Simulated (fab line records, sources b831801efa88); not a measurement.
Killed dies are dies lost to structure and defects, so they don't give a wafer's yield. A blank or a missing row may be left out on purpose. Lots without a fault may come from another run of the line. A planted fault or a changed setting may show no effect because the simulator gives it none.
Which tool did it? | flow gf180mcu | 14 lots, 42 wafers sampled, at 6 steps of a route of 602

WHAT THE GAUGES READ, wafer by wafer
GF_NWELL_OVL_MEAS_07. Usual: NWELL_OVL -0.4 nm, standard deviation 2.1.
lot  | measured    | on         | NWELL_OVL (nm) | flag
L500 | day 3 07:39 | overlay-01 | 0.4 -0.6 0.6   |
L501 | day 3 13:30 | overlay-01 | 3.6 5.4 4.5    |
L503 | day 3 23:15 | overlay-02 | -2.3 -0.7 -0.4 |
L504 | day 4 04:04 | overlay-01 | -1.0 -2.5 -1.8 |
L505 | day 4 11:53 | overlay-01 | 0.1 -0.6 1.1   |
L511 | day 6 00:01 | overlay-02 | -4.7 -2.4 -4.9 |
L512 | day 6 08:41 | overlay-02 | 0.8 2.7 0.6    |
L513 | day 6 12:14 | overlay-01 | -1.9 -1.7 -2.5 |
L514 | day 6 19:41 | overlay-01 | 0.9 3.5 1.3    |
L518 | day 7 09:38 | overlay-01 | - - -          | OFF
L519 | day 7 14:36 | overlay-02 | - - -          | OFF
L520 | day 7 21:00 | overlay-02 | -3.2 -1.6 -2.6 |
L521 | day 8 06:18 | overlay-02 | 0.6 -0.3 -0.4  |
L522 | day 8 07:18 | overlay-02 | -0.7 -4.1 -1.6 |

GF_NWELL_TW_MEAS_11. Usual: NWELL_TW 1570, standard deviation 16.
lot  | measured    | on            | NWELL_TW       | flag
L500 | day 3 08:05 | film_metro-03 | 1586 1587 1578 |
L501 | day 3 13:56 | film_metro-02 | 1538 1555 1547 |
L503 | day 3 23:43 | film_metro-01 | 1565 1572 1572 |
L504 | day 4 04:30 | film_metro-03 | 1580 1596 1590 |
L505 | day 4 12:19 | film_metro-01 | 1567 1577 1566 |
L511 | day 6 00:28 | film_metro-03 | 1583 1589 1594 |
L512 | day 6 09:07 | film_metro-02 | 1554 1567 1556 |
L513 | day 6 12:41 | film_metro-03 | 1599 1590 1591 |
L514 | day 6 20:08 | film_metro-02 | 1554 1559 1549 |
L518 | day 7 10:04 | film_metro-03 | 1495 1491 1489 | OFF
L519 | day 7 15:03 | film_metro-02 | 1467 1468 1470 | OFF
L520 | day 7 21:26 | film_metro-03 | 1574 1579 1575 |
L521 | day 8 06:44 | film_metro-03 | 1578 1576 1569 |
L522 | day 8 07:45 | film_metro-01 | 1568 1566 1571 |

GF_VT_IMPLANT_OVL_MEAS_18. Usual: VT_IMPLANT_01_OVL 0.5 nm, standard deviation 1.3.
lot  | measured     | on         | VT_IMPLANT_01_OVL (nm) | flag
L500 | day 6 02:24  | overlay-01 | 0.2 1.0 1.4            |
L501 | day 6 08:45  | overlay-01 | 0.5 2.5 0.6            |
L503 | day 6 21:33  | overlay-01 | 1.0 -0.2 -1.1          |
L504 | day 7 02:28  | overlay-01 | 1.5 1.6 0.6            |
L505 | day 7 12:54  | overlay-02 | 0.8 -1.0 0.9           |
L511 | day 9 07:40  | overlay-01 | 2.0 1.4 0.5            |
L512 | day 9 18:56  | overlay-02 | 1.8 0.0 -2.5           |
L513 | day 9 20:00  | overlay-01 | 3.7 1.6 0.8            |
L514 | day 10 08:21 | overlay-01 | 0.0 -1.1 0.7           |
L518 | day 10 21:51 | overlay-01 | 2.2 1.4 1.7            |
L519 | day 11 06:39 | overlay-01 | 1.6 0.3 0.8            |
L520 | day 11 13:30 | overlay-01 | 0.7 -0.3 -0.6          |
L521 | day 11 23:39 | overlay-01 | 0.7 0.3 -0.6           |
L522 | day 12 01:09 | overlay-02 | 0.9 1.2 0.6            |

WHICH TOOL RAN EACH LOT (tool, then ch and the chambers of the sampled wafers, then the start)
lot  | GF_NWELL_DEVELOP_06              | GF_LVPWELL_STRIP_10                 | GF_VT_IMPLANT_STRIP_09
L500 | litho_track-03 ch 0, day 3 07:00 | plasma_asher-04 ch 1, day 3 21:35   | plasma_asher-02 ch 0,1, day 5 12:43
L501 | litho_track-03 ch 0, day 3 13:00 | plasma_asher-03 ch 0, day 4 02:39   | plasma_asher-01 ch 0,1, day 5 17:50
L503 | litho_track-01 ch 0, day 3 23:00 | plasma_asher-02 ch 0,1, day 4 12:37 | plasma_asher-02 ch 0,1, day 6 07:13
L504 | litho_track-04 ch 0, day 4 03:00 | plasma_asher-02 ch 0,1, day 4 17:19 | plasma_asher-04 ch 0,1, day 6 11:46
L505 | litho_track-01 ch 0, day 4 11:00 | plasma_asher-02 ch 0,1, day 5 01:08 | plasma_asher-02 ch 1, day 6 20:50
L511 | litho_track-03 ch 0, day 5 23:00 | plasma_asher-03 ch 0,1, day 6 14:34 | plasma_asher-04 ch 0,1, day 8 15:12
L512 | litho_track-01 ch 0, day 6 08:00 | plasma_asher-04 ch 0,1, day 6 23:20 | plasma_asher-04 ch 0,1, day 9 01:17
L513 | litho_track-01 ch 0, day 6 12:00 | plasma_asher-02 ch 0,1, day 7 03:26 | plasma_asher-04 ch 0, day 9 03:10
L514 | litho_track-01 ch 0, day 6 19:00 | plasma_asher-04 ch 0,1, day 7 12:05 | plasma_asher-04 ch 0,1, day 9 14:40
L518 | litho_track-01 ch 0, day 7 09:00 | plasma_asher-02 ch 0,1, day 8 01:35 | plasma_asher-01 ch 0,1, day 10 04:07
L519 | litho_track-01 ch 0, day 7 14:00 | plasma_asher-03 ch 0,1, day 8 07:37 | plasma_asher-02 ch 0,1, day 10 12:42
L520 | litho_track-04 ch 0, day 7 20:00 | plasma_asher-02 ch 0,1, day 8 13:29 | plasma_asher-01 ch 0,1, day 10 18:49
L521 | litho_track-03 ch 0, day 8 06:00 | plasma_asher-02 ch 0,1, day 8 23:32 | plasma_asher-01 ch 0,1, day 11 04:32
L522 | litho_track-04 ch 0, day 8 07:00 | plasma_asher-03 ch 0, day 9 00:35   | plasma_asher-02 ch 0,1, day 11 06:29
- GF_NWELL_DEVELOP_06: develop time 60 s.
- GF_LVPWELL_STRIP_10: strips in O2/N2.
- GF_VT_IMPLANT_STRIP_09: strips in O2/N2.

WHAT THE TOOLS THEMSELVES READ (means of the sampled wafers that have a number; where no wafer has one, the mark that the record gives instead)
GF_NWELL_DEVELOP_06. Usual: chill_plate_temp_C 23.02 C, standard deviation 0.1.
lot  | tool           | chill_plate_temp_C (C) | flag
L500 | litho_track-03 | 23.01                  |
L501 | litho_track-03 | 23.15                  |
L503 | litho_track-01 | 22.93                  |
L504 | litho_track-04 | 22.97                  |
L505 | litho_track-01 | 23.11                  |
L511 | litho_track-03 | 23.04                  |
L512 | litho_track-01 | 23.20                  |
L513 | litho_track-01 | 22.88                  |
L514 | litho_track-01 | 23.03                  |
L518 | litho_track-01 | 22.94                  |
L519 | litho_track-01 | 23.03                  |
L520 | litho_track-04 | 22.89                  |
L521 | litho_track-03 | 22.96                  |
L522 | litho_track-04 | 23.04                  |

GF_LVPWELL_STRIP_10. Usual: drypump_motor_current_A 5.9 A, standard deviation 0.5; heater_power_w 318 W, standard deviation 18; oes_product_au 0.723 a.u., standard deviation 0.0049; strip_time_to_endpoint_s 36.92 s, standard deviation 0.099.
lot  | tool            | drypump_motor_current_A (A) | heater_power_w (W) | oes_product_au (a.u.) | strip_time_to_endpoint_s (s) | flag
L500 | plasma_asher-04 | 5.4                         | 341                | 0.717                 | 36.96                        |
L501 | plasma_asher-03 | 5.8                         | 311                | 0.724                 | 36.81                        |
L503 | plasma_asher-02 | 6.0                         | 311                | 0.721                 | 36.99                        |
L504 | plasma_asher-02 | 6.2                         | 308                | 0.721                 | 36.97                        |
L505 | plasma_asher-02 | 6.2                         | 308                | 0.720                 | 36.95                        |
L511 | plasma_asher-03 | 6.5                         | 341                | 0.720                 | 36.86                        |
L512 | plasma_asher-04 | 5.5                         | 314                | 0.726                 | 36.96                        |
L513 | plasma_asher-02 | 6.2                         | 306                | 0.723                 | 36.89                        |
L514 | plasma_asher-04 | 5.4                         | 313                | 0.721                 | 37.08                        |
L518 | plasma_asher-02 | 6.2                         | 307                | 0.721                 | 36.86                        |
L519 | plasma_asher-03 | 6.4                         | 340                | 0.723                 | 36.79                        |
L520 | plasma_asher-02 | 6.2                         | 309                | 0.724                 | 36.81                        |
L521 | plasma_asher-02 | 6.2                         | 304                | 0.723                 | 36.81                        |
L522 | plasma_asher-03 | 5.8                         | 312                | 0.724                 | 36.93                        |

GF_VT_IMPLANT_STRIP_09. Usual: drypump_motor_current_A 5.7 A, standard deviation 0.38; heater_power_w 320 W, standard deviation 17; oes_product_au 0.717 a.u., standard deviation 0.0045; strip_time_to_endpoint_s 12.64 s, standard deviation 0.034.
lot  | tool            | drypump_motor_current_A (A) | heater_power_w (W) | oes_product_au (a.u.) | strip_time_to_endpoint_s (s) | flag
L500 | plasma_asher-02 | 5.9                         | 313                | 0.718                 | 12.65                        |
L501 | plasma_asher-01 | 5.6                         | 332                | 0.716                 | 12.72                        |
L503 | plasma_asher-02 | 6.0                         | 307                | 0.721                 | 12.68                        |
L504 | plasma_asher-04 | 5.5                         | 314                | 0.715                 | 12.64                        |
L505 | plasma_asher-02 | 6.5                         | 306                | 0.714                 | 12.60                        |
L511 | plasma_asher-04 | 5.5                         | 313                | 0.713                 | 12.62                        |
L512 | plasma_asher-04 | 5.4                         | 315                | 0.714                 | 12.61                        |
L513 | plasma_asher-04 | 5.5                         | 306                | 0.717                 | 12.64                        |
L514 | plasma_asher-04 | 5.4                         | 311                | 0.718                 | 12.66                        |
L518 | plasma_asher-01 | 5.5                         | 338                | 0.718                 | 12.62                        |
L519 | plasma_asher-02 | 5.9                         | 310                | 0.717                 | 12.60                        |
L520 | plasma_asher-01 | 5.6                         | 327                | 0.712                 | 12.63                        |
L521 | plasma_asher-01 | 5.5                         | 340                | 0.719                 | 12.63                        |
L522 | plasma_asher-02 | 6.0                         | 305                | 0.715                 | 12.61                        |

THE ANSWER, worked out from the rows above alone
Rule: a lot is off if the mean of its wafers that have a number lies more than 3 standard deviations from the usual mean. A lot without any number at a reading at which 4 lots or more have one is off too. The other lots that the step has rows for count as sound. The gauges are gone through in route order, then the tools' own readings, and for those a lot's mean is taken as printed above. The first step at which some lot is off is used, and at that step the reading that is off furthest; a lot without a number counts as furthest.
Off: L518, L519, at GF_NWELL_OVL_MEAS_07 (NWELL_OVL). Without a number there: L518, L519.
A tool fits if, at a process step before that reading, it ran every lot that is off, and no sound lot after the first of them. The gauges at GF_NWELL_OVL_MEAS_07 aren't tried: what is off there is off at GF_NWELL_TW_MEAS_11 too, on other tools, and a gauge's error can't cause that. One fits: litho_track-01 at GF_NWELL_DEVELOP_06. Its last sound lot is L514 (day 6 19:00), its first lot that is off L518 (day 7 09:00): a fault that began between those two fits.

WHAT THE SIMULATOR HAD PUT IN
Process parameter drift: litho_track-01, from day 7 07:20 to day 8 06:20, at GF_NWELL_DEVELOP_06. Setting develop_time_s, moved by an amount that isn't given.
Lots struck among those shown: L518, L519. The rule above found the same.
